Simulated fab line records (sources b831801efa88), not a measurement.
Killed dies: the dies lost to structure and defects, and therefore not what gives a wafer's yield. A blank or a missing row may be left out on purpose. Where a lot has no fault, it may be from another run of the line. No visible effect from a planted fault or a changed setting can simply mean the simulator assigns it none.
Comparing a struck lot with a sound one | flow gf180mcu | 24 out of 602 route steps
Sound: wafers L744.3, L744.4, L744.5. The struck wafers were L746.3, L746.4, L746.5. The cause comes at the end.
At each step with rows: each side's tool, then ch and its chambers, then its first start. Under that, the readings that differ: sound wafers | struck wafers | difference of the means | sigmas: that difference in standard deviations of wafers without a fault.
alike: same words and numbers on both sides, and readings whose means sit less than 2 such deviations apart. not compared: any withheld reading, any reading some wafer has no value for, any bound like >300 that may hide the same value, and any number with overlapping values for which the record gives no deviation.
A row with sigmas, a row that says differs or no value, or rows on one side alone: a step with any of these is where the two part. Non-overlapping numbers with no deviation appear without sigmas and do not part them. A reading missing from all wafers of one side parts the sides only when that side holds two or more wafers.

GF_V4_RS_MEAS_24: uses a four-point probe to measure.
  sound on film metro-03 at day 25 15:23; struck on film metro-01 at day 26 07:15
  alike: V4_W_RS
GF_V4_THK_MEAS_25: measures by xrf.
  sound on film metro-03 at day 25 15:29; struck on film metro-01 at day 26 07:21
  alike: V4_W_THK
then, 2 steps without rows for these wafers: GF_V4_CMP_26 (polishes, stops on SiO2, t overpolish 15 s, target thk 0 nm); GF_MIM_SPUTTER_00 (material Ti, target thk 37.5 nm, time 150 s).
GF_MIM_SPUTTER_01: material TiN, target thk 30 nm, time 25 s.
  sound on pvd sputter-01 at day 25 15:55; struck on pvd sputter-01 at day 26 07:47
  alike: cathode dc power W, chamber pressure pa, throttle valve pct
GF_MIM_SPUTTER_02: material AlCu, target thk 450 nm, time 23.9 s.
  sound on pvd sputter-01 at day 25 15:57; struck on pvd sputter-01 at day 26 07:49
  alike: cathode dc power W, chamber pressure pa, throttle valve pct
GF_MIM_SPUTTER_03: material Ti, target thk 10 nm, time 6.7 s.
  sound on pvd sputter-01 at day 25 15:59; struck on pvd sputter-01 at day 26 07:51
  alike: cathode dc power W, chamber pressure pa, throttle valve pct
GF_MIM_SPUTTER_04: material TiN, target thk 50 nm, time 41.7 s.
  sound on pvd sputter-01 at day 25 16:00; struck on pvd sputter-01 at day 26 07:52
  alike: cathode dc power W, chamber pressure pa, throttle valve pct
then, 1 step without rows for these wafers: GF_MIM_CVD_05 (deposits Si3N4, target thk 42 nm, time 29.086 s).
GF_MIM_THK_MEAS_06:
  sound on film metro-02 at day 25 16:05; struck on film metro-04 at day 26 07:58
  alike: MIM_CVD_05_THK
then, 1 step without rows for these wafers: GF_MIM_SPUTTER_07 (material TiN, target thk 60 nm, time 50 s).
GF_MIM_SPUTTER_08: material AlCu, target thk 200 nm, time 10.6 s.
  sound on pvd sputter-03 at day 25 16:11; struck on pvd sputter-02 at day 26 08:02
  alike: cathode dc power W, chamber pressure pa, throttle valve pct
GF_MIM_SPUTTER_09: material TiN, target thk 35 nm, time 29.2 s.
  sound on pvd sputter-03 at day 25 16:12; struck on pvd sputter-02 at day 26 08:04
  no value came back on the struck wafers for cathode dc power W (W), chamber pressure pa (Pa), throttle valve pct (%); on the sound wafers cathode dc power W (W) reads 6499.7 6502.0 6500.0
GF_MIM_RS_MEAS_10: uses a four-point probe to measure.
  sound on film metro-03 at day 25 16:16; struck on film metro-04 at day 26 08:08
  alike: MIM_ALCU_RS
GF_MIM_THK_MEAS_11: measures by xrf.
  sound on film metro-03 at day 25 16:22; struck on film metro-04 at day 26 08:14
  reading           | sound             | struck            | difference | sigmas
  MIM_ALCU_THK (nm) | 199.2 201.0 200.2 | 211.5 212.3 212.1 | +11.8      | +6
then, 7 steps without rows for these wafers: GF_MIM_DEHYDRATE_12 (time 60 s); GF_MIM_HMDS_13 (prime time 60 s); GF_MIM_COAT_14 (resist thk 1000 nm); GF_MIM_SOFTBAKE_15 (time 60 s); GF_MIM_EXPOSE_16 (exposes mask FuseTop, target cd 2000 nm); GF_MIM_PEB_17; GF_MIM_DEVELOP_18 (develop time 60 s).
GF_MIM_METAL_ETCH_19: etches the open film in Cl2/BCl3, stops on Si3N4, target depth 324.5 nm, time 54.1 s.
  sound on rie metal-01 ch 0,1, day 26 13:14; struck on rie metal-02 ch 0,1, day 27 05:01
  reading                | sound                | struck               | difference | sigmas
  oes product au (a.u.)  | 0.932 0.947 0.941    | 0.983 0.994 0.985    | +0.047     | +8
  throttle valve pct (%) | 28.272 28.284 28.292 | 28.226 28.232 28.246 | -0.048     | -5
  alike: drypump motor current A
  not compared: rf hours counter h
then, 1 step without rows for these wafers: GF_MIM_STRIP_20 (strips in O2/N2).

## WHERE THEY PART
Earliest at GF_MIM_SPUTTER_09; latest, in this record, at GF_MIM_METAL_ETCH_19.

WHY: the cause the simulator had injected
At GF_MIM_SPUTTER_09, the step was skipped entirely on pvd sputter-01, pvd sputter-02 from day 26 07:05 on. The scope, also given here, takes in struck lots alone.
